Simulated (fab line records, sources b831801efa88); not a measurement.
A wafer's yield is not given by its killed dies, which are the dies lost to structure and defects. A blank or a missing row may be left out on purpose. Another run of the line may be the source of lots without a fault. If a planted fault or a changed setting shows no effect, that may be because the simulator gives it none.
Matching of chambers :: flow gf180mcu :: GF_V1_CMP_04 on cmp-01: 4 sister chambers
The step polishes SiO2. 4 wafers are shown with their chamber, then 11 later ones without.

== EACH WAFER AND ITS CHAMBER ==
wafer: L088.4
chamber: 0
motorCurrentA (A): 13.4

wafer: L090.4
chamber: 3
motorCurrentA (A): 10.2

wafer: L090.6
chamber: 1
motorCurrentA (A): 12.4

wafer: L092.2
chamber: 2
motorCurrentA (A): 10.0

== WAFERS WITH NO CHAMBER GIVEN ==
wafer: L092.4
motorCurrentA (A): 13.1

wafer: L092.6
motorCurrentA (A): 13.9

wafer: L095.1
motorCurrentA (A): 10.2

wafer: L095.2
motorCurrentA (A): 10.1

wafer: L095.3
motorCurrentA (A): 13.6

wafer: L096.1
motorCurrentA (A): 13.3

wafer: L096.3
motorCurrentA (A): 10.1

wafer: L096.6
motorCurrentA (A): 9.8

wafer: L097.1
motorCurrentA (A): 9.8

wafer: L097.2
motorCurrentA (A): 10.1

wafer: L097.3
motorCurrentA (A): 13.1

== WHICH CHAMBER EACH WENT THROUGH ==
wafer: L092.4
from the rows above: can't be placed: 0 or 1
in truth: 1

wafer: L092.6
from the rows above: 0
in truth: 0

wafer: L095.1
from the rows above: can't be placed: 3 or 2
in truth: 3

wafer: L095.2
from the rows above: can't be placed: 2 or 3
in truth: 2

wafer: L095.3
from the rows above: 0
in truth: 0

wafer: L096.1
from the rows above: 0
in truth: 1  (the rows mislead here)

wafer: L096.3
from the rows above: can't be placed: 2 or 3
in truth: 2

wafer: L096.6
from the rows above: can't be placed: 2 or 3
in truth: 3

wafer: L097.1
from the rows above: can't be placed: 2 or 3
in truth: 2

wafer: L097.2
from the rows above: can't be placed: 2 or 3
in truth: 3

wafer: L097.3
from the rows above: can't be placed: 0 or 1
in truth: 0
Placed correctly: 2 of 11. These rows do not allow placing 8 (true chamber among the candidates in 8). Placed wrongly: 1.
How it was worked out, from the rows above alone: a wafer's distance from a chamber is the root of the sum, over the readings, of the square of ((its reading less the chamber's mean) divided by the reading's scatter). If the next closest chamber is less than 2 further off than the closest, the wafer can't be placed; otherwise it belongs to the closest. Each chamber's mean is taken over the wafers shown for it. The scatter: with one shown wafer a chamber, the root of the mean of the squares of how far each hidden wafer lies from its nearest shown one.
